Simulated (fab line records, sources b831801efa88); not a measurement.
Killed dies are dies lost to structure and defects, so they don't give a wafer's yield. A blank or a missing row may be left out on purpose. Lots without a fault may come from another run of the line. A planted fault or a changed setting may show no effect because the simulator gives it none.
One fault seen from 2 desks | flow sky130 | each desk has only its own numbers; what lay behind them comes last

THE METROLOGY DESK
What the gauges read, lot by lot, whatever tool the lot ran on: means of the sampled wafers that have a number. A lot is out of limits, marked OUT, if its mean lies more than 4 standard deviations from the usual mean; the brackets give that distance.
Columns: A = PWDE_TW at SKY_PWDE_TW_MEAS_10, usual 373.9; B = NWELL_2_TW at SKY_NWELL_TW_MEAS_26, usual 496
lot  | first seen here | A     | B
L416 | day 3 21:51     | 375.6 | 493
L417 | day 4 03:22     | 372.8 | 492
L418 | day 4 09:25     | 373.1 | 496
L419 | day 4 14:13     | 375.8 | 500
L427 | day 6 11:04     | 369.9 | 497
L428 | day 6 17:45     | 379.1 | 493
L429 | day 6 22:48     | 371.0 | 493
L430 | day 7 04:12     | 373.6 | 493
L431 | day 7 07:00     | 374.3 | 492
L437 | day 8 21:55     | 376.4 | 493
L438 | day 9 03:24     | 371.9 | 498
L439 | day 9 08:18     | 372.8 | 499
This desk's finding: nothing out of limits on any of the 12 lots.

THE TOOL OWNER'S DESK: litho_track-04
The tool's own readings at SKY_VT_ADJUST_PCH_COAT_02 (resist thk 3000 nm): means of the sampled wafers that have a number, for each lot that ran on this tool. A lot is out of limits, marked OUT, if its mean lies more than 4 standard deviations from the usual mean; the brackets give that distance.
Columns: A = dispense_pressure_kPa at SKY_VT_ADJUST_PCH_COAT_02, usual 52.9 kPa; B = exhaust_pa at SKY_VT_ADJUST_PCH_COAT_02, usual 45.0 Pa; C = spin_speed_rpm at SKY_VT_ADJUST_PCH_COAT_02, usual 1999.6 rpm
lot  | first seen here | A    | B    | C
L417 | day 10 06:35    | 50.1 | 45.1 | 1999.9
L418 | day 10 14:56    | 50.1 | 44.3 | 1999.4
L427 | day 13 07:15    | 50.1 | 45.1 | 2328.3 (+99 or more) OUT
L428 | day 13 17:15    | 50.1 | 44.7 | 2329.0 (+99 or more) OUT
This desk's finding: out of limits on L427, L428; first on L427, day 13 07:15 (spin_speed_rpm at SKY_VT_ADJUST_PCH_COAT_02). In limits: L417, L418.

PUT TOGETHER
The tool owner's desk could have raised an alarm at day 13 07:15, on L427, L428.
The metrology desk saw nothing out of limits.
The metrology desk has L427, L428 on record, within its limits.
Of the lots named, all ran SKY_VT_ADJUST_PCH_COAT_02 on litho_track-04.

WHAT THE SIMULATOR HAD PUT IN
Process parameter drift: litho_track-04, from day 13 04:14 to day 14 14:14, at SKY_VT_ADJUST_PCH_COAT_02. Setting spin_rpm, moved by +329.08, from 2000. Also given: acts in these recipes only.
Lots struck among those shown: L427, L428.
Hours from the fault's start to each desk's first reading out of limits: the tool owner's desk, 3.
